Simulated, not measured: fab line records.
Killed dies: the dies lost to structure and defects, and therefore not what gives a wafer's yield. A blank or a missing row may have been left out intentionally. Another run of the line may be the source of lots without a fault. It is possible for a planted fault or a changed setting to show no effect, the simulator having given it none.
fab line records -- flow sky130
record lots=14, wafers=42, lastDay=50
route steps=708 shown VT_ADJUST_NCORE@126 SONOS_TUNNEL@156 LI_CONTACT@374 CONTACT@423 PAD_OPEN@708
lots with no fault: from the same line, run without faults
startH: start of the lot's first displayed wafer, in hours after the record's first day -- waitH: hours from the lot's prior step to this one -- " as in the row above -- L1.1+2: a single row standing in for several wafers -- - either no value or no given start -- * or withheld: withheld -- < > ~ a bound
route shown NAME@n: NAME is a module with steps in the file, n the number in the route of the first one -- usual: mean/standard deviation of fault-free wafers -- same: alike in all rows -- chamber/n: place in a boat -- sites: each site's reading -- _std_site: standard deviation across them -- _edge_site: outer sites' mean less inner sites' -- radiusMm: how far each site lies from the wafer's centre -- mask NAME#n: copy n -- behind: the tool/chamber that last shaped the wafer -- hold: why the lot went on hold/how many hours it stayed there/how the hold came to an end -- device: the transistor (n, p or np) that didn't switch -- end of line: at the end of the route, the tests of the same wafers -- where a step has no rows: the recipe by itself -- killed: dies that structure and defects cost at the first sort, which is not the same as the wafer's yield -- map: a wafer's dies, marking killed ones x, the rest . and places with no die _
set.NAME: setting as actually run; set.NAME@STEP: the setting as run at that earlier step -- model.NAME: the simulator's own value behind a step, which no gauge read
a sample of lots followed through the steps of the route, with each step as a table and each wafer as a row
services: a tool's chamber out of use, with start hour (startH, from the record's first day; less than 0 if before it), hours out, and reason
## steps
# step SKY_VT_ADJUST_NCORE_CD_MEAS_07
# recipe targetCdNm=380
# usual cdNm=380.3/2.2
lot.wafer,tool,chamber,startH,waitH,cdNm
L701.2,cdSem-01,-,177.80,0.1,380.8
L701.3,cdSem-01,-,177.80,0.1,382.5
L701.4,cdSem-01,-,177.80,0.1,380.6
L703.1,cdSem-01,-,192.17,0.1,381.3
L703.2,cdSem-01,-,192.17,0.1,383.7
L703.6,cdSem-01,-,192.17,0.1,382.9
L704.2,cdSem-02,-,200.59,0.1,376.8
L704.4,cdSem-02,-,200.59,0.1,377.2
L704.6,cdSem-02,-,200.59,0.1,379.0
L706.1,cdSem-02,-,214.43,0.1,379.2
L706.3,cdSem-02,-,214.43,0.1,379.6
L706.4,cdSem-02,-,214.43,0.1,378.8
L707.3,cdSem-02,-,224.57,0.1,384.4
L707.4,cdSem-02,-,224.57,0.1,383.0
L707.5,cdSem-02,-,224.57,0.1,382.4
L712.2,cdSem-02,-,268.44,0.1,378.1
L712.4,cdSem-02,-,268.44,0.1,379.5
L712.6,cdSem-02,-,268.44,0.1,376.8
L713.1,cdSem-01,-,272.22,0.1,377.2
L713.4,cdSem-01,-,272.22,0.1,377.5
L713.5,cdSem-01,-,272.22,0.1,377.7
L714.4,cdSem-02,-,279.68,0.1,379.8
L714.5,cdSem-02,-,279.68,0.1,382.0
L714.6,cdSem-02,-,279.68,0.1,379.9
L717.1,cdSem-01,-,299.67,0.1,381.5
L717.5,cdSem-01,-,299.67,0.1,380.8
L717.6,cdSem-01,-,299.67,0.1,381.2
L718.2,cdSem-01,-,304.35,0.1,374.9
L718.5,cdSem-01,-,304.35,0.1,379.5
L718.6,cdSem-01,-,304.35,0.1,378.3
L719.4,cdSem-02,-,312.83,0.1,381.6
L719.5,cdSem-02,-,312.83,0.1,377.2
L719.6,cdSem-02,-,312.83,0.1,381.1
L721.4,cdSem-01,-,334.90,0.1,379.0
L721.5,cdSem-01,-,334.90,0.1,380.1
L721.6,cdSem-01,-,334.90,0.1,380.0
L724.1,cdSem-01,-,342.83,0.1,381.8
L724.4,cdSem-01,-,342.83,0.1,380.9
L724.5,cdSem-01,-,342.83,0.1,380.8
L723.2,cdSem-02,-,342.91,0.1,384.0
L723.3,cdSem-02,-,342.91,0.1,383.2
L723.4,cdSem-02,-,342.91,0.1,380.4
# step SKY_SONOS_TUNNEL_COAT_02
# recipe resist=NOVOLAK, spinRpm=3000, resistThkNm=1140
# usual spinSpeedRpm=2999.9/2.2
lot.wafer,tool,chamber,startH,waitH,spinSpeedRpm
L701.2,lithoTrack-02,0,233.72,0.1,2998.5
L701.3,lithoTrack-02,0,233.72,0.1,3000.8
L701.4,lithoTrack-02,0,233.72,0.1,3001.0
L703.1,lithoTrack-01,0,249.88,0.1,2997.8
L703.2,lithoTrack-01,0,249.88,0.1,2997.8
L703.6,lithoTrack-01,0,249.88,0.1,2999.9
L704.2,lithoTrack-02,0,258.62,0.1,3002.0
L704.4,lithoTrack-02,0,258.62,0.1,3001.1
L704.6,lithoTrack-02,0,258.62,0.1,2999.1
L706.1,lithoTrack-03,0,274.53,0.1,3002.8
L706.3,lithoTrack-03,0,274.53,0.1,2996.7
L706.4,lithoTrack-03,0,274.53,0.1,2997.3
L707.3,lithoTrack-03,0,284.93,0.1,2998.5
L707.4,lithoTrack-03,0,284.93,0.1,2999.0
L707.5,lithoTrack-03,0,284.93,0.1,2997.9
L712.2,lithoTrack-03,0,331.61,0.1,3097.3
L712.4,lithoTrack-03,0,331.61,0.1,3097.0
L712.6,lithoTrack-03,0,331.61,0.1,3096.3
L713.1,lithoTrack-03,0,337.18,0.1,3098.1
L713.4,lithoTrack-03,0,337.18,0.1,3099.5
L713.5,lithoTrack-03,0,337.18,0.1,3093.8
L714.4,lithoTrack-02,0,343.27,0.1,3001.9
L714.5,lithoTrack-02,0,343.27,0.1,3001.9
L714.6,lithoTrack-02,0,343.27,0.1,3002.1
L717.1,lithoTrack-02,0,367.09,0.1,2998.9
L717.5,lithoTrack-02,0,367.09,0.1,2998.5
L717.6,lithoTrack-02,0,367.09,0.1,3002.3
L718.2,lithoTrack-02,0,371.42,0.1,2999.7
L718.5,lithoTrack-02,0,371.42,0.1,3000.4
L718.6,lithoTrack-02,0,371.42,0.1,3000.7
L719.4,lithoTrack-02,0,381.47,0.1,2995.7
L719.5,lithoTrack-02,0,381.47,0.1,2999.5
L719.6,lithoTrack-02,0,381.47,0.1,2998.4
L721.4,lithoTrack-01,0,404.11,0.1,3002.5
L721.5,lithoTrack-01,0,404.11,0.1,3004.5
L721.6,lithoTrack-01,0,404.11,0.1,3002.7
L724.1,lithoTrack-03,0,414.43,0.1,3000.5
L724.4,lithoTrack-03,0,414.43,0.1,2999.4
L724.5,lithoTrack-03,0,414.43,0.1,2995.9
L723.2,lithoTrack-02,0,414.67,0.1,3001.6
L723.3,lithoTrack-02,0,414.67,0.1,3001.4
L723.4,lithoTrack-02,0,414.67,0.1,3001.3
# step SKY_LI_CONTACT_CD_MEAS_12
# recipe targetCdNm=170
# usual cdNm=170.1/1.7
lot.wafer,tool,chamber,startH,waitH,cdNm
L701.2,cdSem-01,-,671.80,-,169.1
L701.3,cdSem-01,-,671.80,-,169.6
L701.4,cdSem-01,-,671.80,-,168.7
L703.1,cdSem-01,-,688.38,-,170.2
L703.2,cdSem-01,-,688.38,-,170.6
L703.6,cdSem-01,-,688.38,-,172.7
L704.2,cdSem-01,-,701.14,-,168.5
L704.4,cdSem-01,-,701.14,-,168.0
L704.6,cdSem-01,-,701.14,-,169.3
L706.1,cdSem-02,-,716.77,-,171.2
L706.3,cdSem-02,-,716.77,-,170.9
L706.4,cdSem-02,-,716.77,-,171.0
L707.3,cdSem-02,-,728.06,-,169.7
L707.4,cdSem-02,-,728.06,-,170.8
L707.5,cdSem-02,-,728.06,-,171.4
L712.2,cdSem-02,-,772.24,-,171.2
L712.4,cdSem-02,-,772.24,-,171.0
L712.6,cdSem-02,-,772.24,-,170.2
L713.1,cdSem-01,-,779.03,-,169.5
L713.4,cdSem-01,-,779.03,-,171.1
L713.5,cdSem-01,-,779.03,-,168.6
L714.4,cdSem-01,-,787.89,-,169.1
L714.5,cdSem-01,-,787.89,-,169.1
L714.6,cdSem-01,-,787.89,-,169.1
L717.1,cdSem-02,-,804.72,-,168.3
L717.5,cdSem-02,-,804.72,-,168.3
L717.6,cdSem-02,-,804.72,-,168.2
L718.2,cdSem-01,-,815.74,-,169.4
L718.5,cdSem-01,-,815.74,-,169.3
L718.6,cdSem-01,-,815.74,-,169.4
L719.4,cdSem-01,-,824.39,-,172.1
L719.5,cdSem-01,-,824.39,-,173.4
L719.6,cdSem-01,-,824.39,-,173.9
L721.4,cdSem-02,-,843.98,-,165.9
L721.5,cdSem-02,-,843.98,-,166.2
L721.6,cdSem-02,-,843.98,-,167.5
L724.1,cdSem-01,-,851.02,-,169.2
L724.4,cdSem-01,-,851.02,-,168.1
L724.5,cdSem-01,-,851.02,-,168.3
L723.2,cdSem-01,-,852.84,-,171.2
L723.3,cdSem-01,-,852.84,-,169.2
L723.4,cdSem-01,-,852.84,-,170.8
# step SKY_CONTACT_ETCH_17
# recipe target=SiO2, chemistry=C4F8/O2/Ar, stopOn=Si3N4, maskMaterial=KrF-thick, sourceW=1500, biasW=1200, pressureMtorr=40, c4f8FlowSccm=withheld, O2_flow_sccm=6, Ar_flow_sccm=300, timeS=withheld, targetDepthA=3400
# usual chamberPressureMTorr=39.99/0.036, oesProductAu=0.891/0.0049
lot.wafer,tool,chamber,startH,waitH,chamberPressureMTorr,oesProductAu
L701.2,rieDiel-04,0,730.58,0.0,40.05,0.896
L701.3,rieDiel-04,3,730.58,0.0,39.99,0.891
L701.4,rieDiel-04,1,730.58,0.0,40.05,0.896
L703.1,rieDiel-03,3,747.48,0.0,39.96,0.892
L703.2,rieDiel-03,1,747.48,0.0,40.02,0.888
L703.6,rieDiel-03,3,747.48,0.0,39.95,0.885
L704.2,rieDiel-01,1,760.34,0.0,40.05,0.889
L704.4,rieDiel-01,2,760.34,0.0,39.99,0.889
L704.6,rieDiel-01,3,760.34,0.0,39.99,0.897
L706.1,rieDiel-01,0,774.58,0.0,39.98,0.893
L706.3,rieDiel-01,1,774.58,0.0,40.01,0.882
L706.4,rieDiel-01,2,774.58,0.0,40.00,0.888
L707.3,rieDiel-01,3,786.68,0.0,40.06,0.893
L707.4,rieDiel-01,0,786.68,0.0,39.97,0.885
L707.5,rieDiel-01,3,786.68,0.0,40.03,0.888
L712.2,rieDiel-03,1,828.05,0.1,40.04,0.891
L712.4,rieDiel-03,1,828.05,0.1,39.91,0.893
L712.6,rieDiel-03,1,828.05,0.1,39.99,0.892
L713.1,rieDiel-04,3,834.25,0.0,40.02,0.885
L713.4,rieDiel-04,1,834.25,0.0,40.00,0.895
L713.5,rieDiel-04,3,834.25,0.0,39.99,0.905
L714.4,rieDiel-03,2,841.41,0.0,39.93,0.887
L714.5,rieDiel-03,1,841.41,0.0,40.03,0.887
L714.6,rieDiel-03,0,841.41,0.0,40.04,0.895
L717.1,rieDiel-04,3,860.08,0.0,39.94,0.898
L717.5,rieDiel-04,3,860.08,0.0,40.05,0.887
L717.6,rieDiel-04,2,860.08,0.0,39.99,0.898
L718.2,rieDiel-03,2,870.94,0.0,39.98,0.893
L718.5,rieDiel-03,0,870.94,0.0,40.05,0.883
L718.6,rieDiel-03,3,870.94,0.0,39.98,0.895
L719.4,rieDiel-04,3,879.49,0.0,40.04,0.888
L719.5,rieDiel-04,3,879.49,0.0,40.00,0.889
L719.6,rieDiel-04,0,879.49,0.0,40.01,0.891
L721.4,rieDiel-03,0,897.03,0.0,39.96,0.898
L721.5,rieDiel-03,0,897.03,0.0,39.96,0.891
L721.6,rieDiel-03,1,897.03,0.0,40.04,0.895
L724.1,rieDiel-04,3,904.38,0.0,40.03,0.890
L724.4,rieDiel-04,2,904.38,0.0,40.05,0.886
L724.5,rieDiel-04,1,904.38,0.0,39.96,0.895
L723.2,rieDiel-03,2,906.73,0.0,39.96,0.882
L723.3,rieDiel-03,1,906.73,0.0,39.96,0.886
L723.4,rieDiel-03,0,906.73,0.0,40.00,0.890
# step SKY_PAD_OPEN_PROBE_99
# usual killed_at_M0_to_M3=44/7, killed_at_M4_up=3.2/2, killedAtContacts=25/5.3, killedAtFrontEnd=15/4.3, killedAtOther=0.3/0.54, killedDies=86/8.7, killedOpen=47/6.4, killedShort=39/5.6
# same grossDies=492, killedAtBackSide=0
lot.wafer,tool,chamber,startH,waitH,killed_at_M0_to_M3,killed_at_M4_up,killedAtContacts,killedAtFrontEnd,killedAtOther,killedDies,killedOpen,killedShort
L701.2,prober-01,-,1070.75,0.1,47,3,20,26,1,97,53,44
L701.3,prober-01,-,1070.80,0.2,33,1,24,21,0,79,47,32
L701.4,prober-01,-,1070.85,0.2,43,5,14,12,0,74,45,29
L703.1,prober-01,-,1082.40,0.1,45,3,30,14,0,92,50,42
L703.2,prober-01,-,1082.45,0.1,35,3,35,11,0,84,48,36
L703.6,prober-01,-,1082.65,0.2,50,2,26,11,1,90,53,36
L712.2,prober-02,-,1144.10,0.1,45,4,26,15,0,90,46,43
L712.4,prober-02,-,1144.20,0.2,42,1,18,17,1,79,42,35
L712.6,prober-02,-,1144.30,0.2,46,5,20,20,1,92,50,42
L713.1,prober-01,-,1146.46,0.1,43,0,21,11,0,75,39,36
L713.4,prober-01,-,1146.61,0.2,54,4,29,11,1,99,56,43
L713.5,prober-01,-,1146.66,0.2,42,1,26,18,0,87,43,44
L718.2,prober-02,-,1172.50,0.1,51,1,18,21,1,92,52,40
L718.5,prober-02,-,1172.65,0.2,40,6,22,15,1,84,42,42
L718.6,prober-02,-,1172.70,0.2,40,6,21,17,1,85,48,37
# killed by level:class
L701.2 VIA1:geometricParticle:open=10 VIA2:geometricParticle:open=8 FIELD_ISO:geometricParticle:open=6 VIA3:geometricParticle:open=6 FIELD_ISO:geometricParticle:short=5 POLY_GATE:geometricParticle:open=5 LI_CONTACT:geometricParticle:open=5 CONTACT:geometricParticle:open=5
L701.3 LI_CONTACT:geometricParticle:open=11 VIA1:geometricParticle:open=9 FIELD_ISO:geometricParticle:short=5 POLY_GATE:geometricParticle:short=5 CONTACT:geometricParticle:open=5 METAL1:geometricParticle:short=5 CONTACT:geometricParticle:short=4 METAL1:geometricParticle:open=4
L701.4 VIA2:geometricParticle:open=9 VIA1:geometricParticle:open=8 VIA3:geometricParticle:open=8 METAL2:geometricParticle:short=6 CONTACT:geometricParticle:open=5 POLY_GATE:geometricParticle:short=4 LI_CONTACT:geometricParticle:open=4 FIELD_ISO:geometricParticle:open=3
L703.1 CONTACT:geometricParticle:open=12 VIA1:geometricParticle:open=12 CONTACT:geometricParticle:short=10 METAL1:geometricParticle:short=8 VIA2:geometricParticle:open=7 POLY_GATE:geometricParticle:short=5 LI_CONTACT:geometricParticle:open=5 VIA3:geometricParticle:open=4
L703.2 CONTACT:geometricParticle:open=15 VIA1:geometricParticle:open=10 LI_CONTACT:geometricParticle:open=8 CONTACT:geometricParticle:short=5 METAL2:geometricParticle:short=5 VIA3:geometricParticle:open=5 LOCAL_INTERCONNECT:geometricParticle:short=4 METAL1:geometricParticle:short=4
L703.6 VIA1:geometricParticle:open=14 CONTACT:geometricParticle:open=13 METAL1:geometricParticle:short=7 VIA1:geometricParticle:short=6 VIA3:geometricParticle:open=6 CONTACT:geometricParticle:short=4 LOCAL_INTERCONNECT:geometricParticle:short=4 METAL2:geometricParticle:short=4
L712.2 CONTACT:geometricParticle:open=10 VIA1:geometricParticle:open=9 METAL2:geometricParticle:short=8 LI_CONTACT:geometricParticle:open=7 METAL1:geometricParticle:short=6 VIA2:geometricParticle:open=6 LOCAL_INTERCONNECT:geometricParticle:short=5 VIA1:geometricParticle:short=5
L712.4 VIA1:geometricParticle:open=7 VIA3:geometricParticle:open=7 LI_CONTACT:geometricParticle:open=6 VIA1:geometricParticle:short=6 CONTACT:geometricParticle:open=5 VIA2:geometricParticle:short=5 POLY_GATE:geometricParticle:open=4 VIA2:geometricParticle:open=4
L712.6 VIA3:geometricParticle:open=11 LI_CONTACT:geometricParticle:open=8 VIA1:geometricParticle:open=8 VIA2:geometricParticle:open=7 CONTACT:geometricParticle:open=6 FIELD_ISO:geometricParticle:short=5 POLY_GATE:geometricParticle:short=5 METAL4:geometricParticle:short=4
L713.1 VIA1:geometricParticle:open=9 VIA3:geometricParticle:open=8 CONTACT:geometricParticle:short=6 LI_CONTACT:geometricParticle:open=5 METAL1:geometricParticle:short=5 CONTACT:geometricParticle:open=5 VIA2:geometricParticle:open=5 FIELD_ISO:geometricParticle:open=4
L713.4 CONTACT:geometricParticle:open=13 VIA2:geometricParticle:open=11 VIA1:geometricParticle:open=10 METAL2:geometricParticle:short=9 LI_CONTACT:geometricParticle:open=7 CONTACT:geometricParticle:short=7 VIA1:geometricParticle:short=7 METAL1:geometricParticle:short=5
L713.5 CONTACT:geometricParticle:open=7 CONTACT:geometricParticle:short=7 VIA3:geometricParticle:open=7 METAL2:geometricParticle:short=7 VIA2:geometricParticle:open=7 POLY_GATE:geometricParticle:short=6 LI_CONTACT:geometricParticle:open=6 FIELD_ISO:geometricParticle:open=5
L718.2 VIA1:geometricParticle:open=10 VIA3:geometricParticle:open=8 METAL1:geometricParticle:short=8 METAL2:geometricParticle:short=8 VIA2:geometricParticle:open=7 FIELD_ISO:geometricParticle:short=6 POLY_GATE:geometricParticle:open=6 CONTACT:geometricParticle:open=6
L718.5 LI_CONTACT:geometricParticle:open=9 FIELD_ISO:geometricParticle:short=8 CONTACT:geometricParticle:open=8 VIA1:geometricParticle:open=8 METAL1:geometricParticle:short=6 VIA1:geometricParticle:short=5 VIA2:geometricParticle:open=5 METAL4:geometricParticle:short=5
L718.6 CONTACT:geometricParticle:open=8 FIELD_ISO:geometricParticle:open=7 LI_CONTACT:geometricParticle:open=7 METAL2:geometricParticle:short=6 VIA1:geometricParticle:open=6 VIA2:geometricParticle:open=5 VIA3:geometricParticle:open=5 POLY_GATE:geometricParticle:open=4
## services
tool,chamber,startH,hours,kind
rieDiel-03,2,220.80,3.6,repair
rieDiel-03,1,279.91,3.7,repair
rieDiel-04,1,342.35,14.1,repair
rieDiel-04,-,361.41,0.4,repair
rieDiel-04,0,407.74,1.5,repair
rieDiel-03,3,421.82,6.6,repair
rieDiel-04,-,461.18,1.9,repair
rieDiel-03,0,470.28,11.3,repair
rieDiel-03,3,505.13,4.1,repair
rieDiel-04,0,506.19,16.0,repair
rieDiel-03,2,510.57,10.1,repair
rieDiel-03,3,530.59,4.7,repair
rieDiel-04,3,582.38,11.1,repair
rieDiel-03,-,614.20,2.8,pm
rieDiel-03,2,619.15,7.9,repair
rieDiel-04,0,712.86,12.1,repair
rieDiel-04,-,763.81,2.8,pm
rieDiel-03,2,770.64,1.2,repair
rieDiel-03,2,782.93,5.0,repair
rieDiel-03,-,799.12,14.6,pm
rieDiel-03,3,816.11,35.8,repair
rieDiel-03,0,819.56,14.3,repair
rieDiel-03,2,826.09,1.9,repair
rieDiel-03,1,844.06,9.0,repair
## key
firstSign step=SKY_SONOS_TUNNEL_COAT_02, reading=spinSpeedRpm, direction=up, sigmas=45, usual=2999.9, struck=3097.0
effect none on later readings
metAt SKY_SONOS_TUNNEL_COAT_02
struckLots L712,L713
testerLeftOut L712,L713
notActingAt SKY_VT_ADJUST_NCORE_CD_MEAS_07,SKY_LI_CONTACT_CD_MEAS_12,SKY_CONTACT_ETCH_17
onsetBetween 284.93 331.61
fault kind=processParameterDrift, tool=lithoTrack-03, chamber=-, onsetH=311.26, steps=SKY_SONOS_TUNNEL_COAT_02, channel=spinRpm, offset=98.122, shape=step, endH=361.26, actsIn=theseRecipesOnly, stated=3000
# testerLeftOut: of these lots the tester's yield and bins aren't shown, on N5 and GAA mostly nor the transistor test; their killed dies are dies lost to structure and defects alone, not to doping, threshold or leakage, so they don't give the yield
